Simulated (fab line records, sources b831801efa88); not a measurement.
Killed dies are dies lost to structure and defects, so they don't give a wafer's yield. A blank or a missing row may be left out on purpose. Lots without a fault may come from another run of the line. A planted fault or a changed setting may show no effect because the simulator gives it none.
Chamber matching | flow sfq_line | SFQ_TRILAYER_I7_CMP_CMP_184 on cmp-02: 4 sister chambers
The step polishes SiO2. 8 wafers are shown with their chamber, then 7 later ones without.

WAFERS WITH THEIR CHAMBER
wafer  | chamber | motor_current_A (A) | platen_rpm (rpm)
L646.6 | 3       | 10.8                | 59.99
L647.2 | 3       | 11.1                | 59.89
L647.5 | 1       | 9.8                 | 59.94
L650.1 | 1       | 10.4                | 59.98
L650.4 | 2       | 11.9                | 60.00
L650.6 | 0       | 9.9                 | 60.00
L661.3 | 2       | 11.8                | 59.95
L661.4 | 0       | 10.2                | 59.98

WAFERS WITHOUT THEIR CHAMBER
wafer  | motor_current_A (A) | platen_rpm (rpm)
L661.6 | 10.8                | 60.07
L667.4 | 9.9                 | 60.04
L667.3 | 11.9                | 60.01
L667.5 | 11.0                | 60.03
L668.2 | 10.3                | 60.00
L668.1 | 10.8                | 60.05
L668.6 | 10.4                | 60.07

WHICH CHAMBER EACH WENT THROUGH
wafer  | from the rows above               | in truth
L661.6 | can't be placed: 3 or 0 or 1 or 2 | 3
L667.4 | can't be placed: 0 or 1           | 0
L667.3 | 2                                 | 2
L667.5 | can't be placed: 3 or 2 or 0 or 1 | 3
L668.2 | can't be placed: 0 or 1 or 3      | 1
L668.1 | can't be placed: 3 or 0 or 1 or 2 | 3
L668.6 | can't be placed: 0 or 1 or 3      | 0
Placed correctly: 1 of 7. Can't be placed from these rows: 6 (the true chamber is among the candidates in 6). Placed wrongly: 0.
How it was worked out, from the rows above alone: a wafer's distance from a chamber is the root of the sum, over the readings, of the square of ((its reading less the chamber's mean) divided by the reading's scatter). The wafer belongs to the nearest chamber; if the next one is less than 2 further off, it can't be placed. A chamber's mean is the mean of its shown wafers. The scatter: the root of (the sum of the squares of (reading less its chamber's mean) over the shown wafers, divided by (wafers less chambers)).
